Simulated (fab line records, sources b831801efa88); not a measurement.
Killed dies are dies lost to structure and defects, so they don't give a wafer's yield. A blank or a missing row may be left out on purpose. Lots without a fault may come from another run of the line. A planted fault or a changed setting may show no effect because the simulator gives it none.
Which tool did it? | flow sky130 | 12 lots, 36 wafers sampled, at 6 steps of a route of 708

WHAT THE GAUGES READ, wafer by wafer
SKY_NWELL_OVL_MEAS_10. Usual: NWELL_00_OVL 1.6 nm, standard deviation 1.8.
lot  | measured     | on         | NWELL_00_OVL (nm) | flag
L431 | day 4 19:21  | overlay-01 | 3.9 0.9 4.0       |
L432 | day 4 20:34  | overlay-02 | 3.0 3.0 2.7       |
L434 | day 5 08:01  | overlay-01 | 3.5 2.9 -0.2      |
L435 | day 5 13:01  | overlay-01 | 1.9 1.8 2.3       |
L441 | day 7 01:22  | overlay-02 | 0.1 -0.2 -0.4     |
L442 | day 7 04:55  | overlay-02 | 2.4 3.7 2.4       |
L445 | day 7 23:34  | overlay-02 | -0.9 -1.4 -0.1    |
L448 | day 8 16:06  | overlay-01 | 5.0 3.0 3.5       |
L450 | day 9 05:16  | overlay-01 | 0.1 2.0 2.2       |
L451 | day 9 09:45  | overlay-02 | -0.2 2.2 0.0      |
L453 | day 9 21:10  | overlay-01 | 1.9 0.7 -0.2      |
L454 | day 10 03:55 | overlay-01 | 0.4 0.4 0.5       |

SKY_NWELL_TW_MEAS_15. Usual: NWELL_TW 1816, standard deviation 17.
lot  | measured     | on            | NWELL_TW       | flag
L431 | day 4 19:56  | film_metro-04 | 1828 1814 1828 |
L432 | day 4 21:08  | film_metro-03 | 1820 1832 1822 |
L434 | day 5 08:35  | film_metro-02 | 1784 1789 1789 |
L435 | day 5 13:37  | film_metro-04 | 1827 1833 1820 |
L441 | day 7 01:57  | film_metro-04 | 1536 1533 1540 | OFF
L442 | day 7 05:30  | film_metro-04 | 1541 1530 1544 | OFF
L445 | day 8 00:09  | film_metro-02 | 1794 1797 1797 |
L448 | day 8 16:41  | film_metro-02 | 1789 1788 1782 |
L450 | day 9 05:56  | film_metro-04 | 1829 1826 1828 |
L451 | day 9 10:20  | film_metro-04 | 1836 1838 1822 |
L453 | day 9 21:45  | film_metro-02 | 1797 1807 1791 |
L454 | day 10 04:30 | film_metro-03 | 1827 1823 1819 |

SKY_NWELL_TW_MEAS_26. Usual: NWELL_2_TW 495, standard deviation 5.4.
lot  | measured     | on            | NWELL_2_TW  | flag
L431 | day 5 13:17  | film_metro-04 | 500 502 498 |
L432 | day 5 15:38  | film_metro-04 | 502 501 500 |
L434 | day 6 03:08  | film_metro-03 | 500 499 500 |
L435 | day 6 08:01  | film_metro-03 | 500 497 498 |
L441 | day 7 22:17  | film_metro-03 | 496 498 498 |
L442 | day 8 02:00  | film_metro-04 | 499 499 498 |
L445 | day 8 21:42  | film_metro-02 | 488 487 490 |
L448 | day 9 14:26  | film_metro-03 | 500 500 498 |
L450 | day 10 03:19 | film_metro-04 | 501 498 502 |
L451 | day 10 08:27 | film_metro-02 | 484 488 485 |
L453 | day 10 20:26 | film_metro-03 | 501 499 498 |
L454 | day 11 03:45 | film_metro-02 | 486 485 486 |

SKY_NWELL_RS_MEAS_29: measures by four-point-probe. Usual: NWELL_RS 625.1 ohm/sq, standard deviation 1.6.
lot  | measured     | on            | NWELL_RS (ohm/sq) | flag
L431 | day 5 13:30  | film_metro-02 | 623.3 622.4 624.5 |
L432 | day 5 15:51  | film_metro-02 | 623.7 623.9 626.8 |
L434 | day 6 03:21  | film_metro-03 | 624.5 626.6 624.8 |
L435 | day 6 08:15  | film_metro-03 | 626.4 625.7 624.0 |
L441 | day 7 22:31  | film_metro-03 | 844.5 842.9 840.8 | OFF
L442 | day 8 02:13  | film_metro-04 | 838.6 841.2 835.7 | OFF
L445 | day 8 21:55  | film_metro-03 | 626.3 626.4 626.9 |
L448 | day 9 14:40  | film_metro-03 | 626.6 629.9 627.6 |
L450 | day 10 03:32 | film_metro-02 | 625.0 624.4 624.8 |
L451 | day 10 08:40 | film_metro-04 | 626.2 626.4 627.0 |
L453 | day 10 20:40 | film_metro-04 | 624.8 623.3 624.3 |
L454 | day 11 03:58 | film_metro-04 | 624.0 625.9 624.5 |

WHICH TOOL RAN EACH LOT (tool, then ch and the chambers of the sampled wafers, then the start)
lot  | SKY_FIELD_ISO_STRIP_16              | SKY_NWELL_IMPLANT_11
L431 | plasma_asher-02 ch 0,1, day 2 04:29 | implanter-02 ch 0, day 4 19:23
L432 | plasma_asher-02 ch 0,1, day 2 07:35 | implanter-02 ch 0, day 4 20:35
L434 | plasma_asher-03 ch 0,1, day 2 21:50 | implanter-04 ch 0, day 5 08:02
L435 | plasma_asher-03 ch 0,1, day 3 02:57 | implanter-02 ch 0, day 5 13:05
L441 | plasma_asher-02 ch 0,1, day 4 11:13 | implanter-03 ch 0, day 7 01:25
L442 | plasma_asher-02 ch 1, day 4 14:29   | implanter-03 ch 0, day 7 04:58
L445 | plasma_asher-01 ch 0,1, day 5 06:17 | implanter-02 ch 0, day 7 23:37
L448 | plasma_asher-03 ch 0,1, day 5 20:35 | implanter-02 ch 0, day 8 16:08
L450 | plasma_asher-02 ch 0,1, day 6 07:03 | implanter-02 ch 0, day 9 05:25
L451 | plasma_asher-02 ch 0,1, day 6 13:16 | implanter-04 ch 0, day 9 09:49
L453 | plasma_asher-03 ch 0,1, day 6 23:59 | implanter-04 ch 0, day 9 21:13
L454 | plasma_asher-03 ch 1, day 7 04:46   | implanter-04 ch 0, day 10 03:58
- SKY_FIELD_ISO_STRIP_16: strips in O2/N2.
- SKY_NWELL_IMPLANT_11

WHAT THE TOOLS THEMSELVES READ (means of the sampled wafers that have a number; where no wafer has one, the mark that the record gives instead)
SKY_FIELD_ISO_STRIP_16. Usual: drypump_motor_current_A 5.87 A, standard deviation 0.11; oes_product_au 0.377 a.u., standard deviation 0.0049; strip_time_to_endpoint_s 3.55 s, standard deviation 0.049.
lot  | tool            | drypump_motor_current_A (A) | oes_product_au (a.u.) | strip_time_to_endpoint_s (s) | flag
L431 | plasma_asher-02 | 5.84                        | 0.375                 | 3.50                         |
L432 | plasma_asher-02 | 5.82                        | 0.379                 | 3.55                         |
L434 | plasma_asher-03 | 5.92                        | 0.372                 | 3.54                         |
L435 | plasma_asher-03 | 5.93                        | 0.377                 | 3.54                         |
L441 | plasma_asher-02 | 5.82                        | 0.378                 | 3.57                         |
L442 | plasma_asher-02 | 5.69                        | 0.375                 | 3.51                         |
L445 | plasma_asher-01 | 5.83                        | 0.381                 | 3.54                         |
L448 | plasma_asher-03 | 5.90                        | 0.382                 | 3.55                         |
L450 | plasma_asher-02 | 5.95                        | 0.380                 | 3.61                         |
L451 | plasma_asher-02 | 5.92                        | 0.381                 | 3.52                         |
L453 | plasma_asher-03 | 5.94                        | 0.380                 | 3.60                         |
L454 | plasma_asher-03 | 5.87                        | 0.373                 | 3.57                         |

SKY_NWELL_IMPLANT_11. Usual: dose_ions_cm2 1.9001e+13, standard deviation 2e+10; faraday_current_uA 107.2, standard deviation 2.
lot  | tool         | dose_ions_cm2 | faraday_current_uA | flag
L431 | implanter-02 | 1.9003e+13    | 106.2              |
L432 | implanter-02 | 1.9021e+13    | 109.3              |
L434 | implanter-04 | 1.8992e+13    | 107.6              |
L435 | implanter-02 | 1.8980e+13    | 107.8              |
L441 | implanter-03 | 1.0891e+13    | 61.6               | OFF
L442 | implanter-03 | 1.0896e+13    | 62.5               | OFF
L445 | implanter-02 | 1.8987e+13    | 107.8              |
L448 | implanter-02 | 1.8987e+13    | 109.3              |
L450 | implanter-02 | 1.8982e+13    | 108.3              |
L451 | implanter-04 | 1.9014e+13    | 108.2              |
L453 | implanter-04 | 1.9004e+13    | 106.8              |
L454 | implanter-04 | 1.9008e+13    | 109.9              |

THE ANSWER, worked out from the rows above alone
Rule: a lot is off if the mean of its wafers that have a number lies more than 3 standard deviations from the usual mean. A lot without any number at a reading at which 4 lots or more have one is off too. The other lots that the step has rows for count as sound. The gauges are gone through in route order, then the tools' own readings, and for those a lot's mean is taken as printed above. The first step at which some lot is off is used, and at that step the reading that is off furthest; a lot without a number counts as furthest.
Off: L441, L442, at SKY_NWELL_TW_MEAS_15 (NWELL_TW).
A tool fits if, at a process step before that reading, it ran every lot that is off, and no sound lot after the first of them. The gauges at SKY_NWELL_TW_MEAS_15 aren't tried: what is off there is off at SKY_NWELL_IMPLANT_11 too, on other tools, and a gauge's error can't cause that. One fits: implanter-03 at SKY_NWELL_IMPLANT_11. It ran no sound lot before its first lot that is off in this sample, so the start can't be narrowed down.
The tool's own readings at SKY_NWELL_IMPLANT_11 bear it out: on the lots that are off they differ by more than 5 times the standard deviation of the sound lots' means. dose_ions_cm2 reads 1.0894e+13 there against 1.8998e+13 on the sound lots; faraday_current_uA reads 62.0 there against 108.1 on the sound lots.

WHAT THE SIMULATOR HAD PUT IN
Process parameter drift: implanter-03, from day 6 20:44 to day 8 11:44, at SKY_NWELL_IMPLANT_11. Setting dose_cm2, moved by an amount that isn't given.
Lots struck among those shown: L441, L442. The rule above found the same.
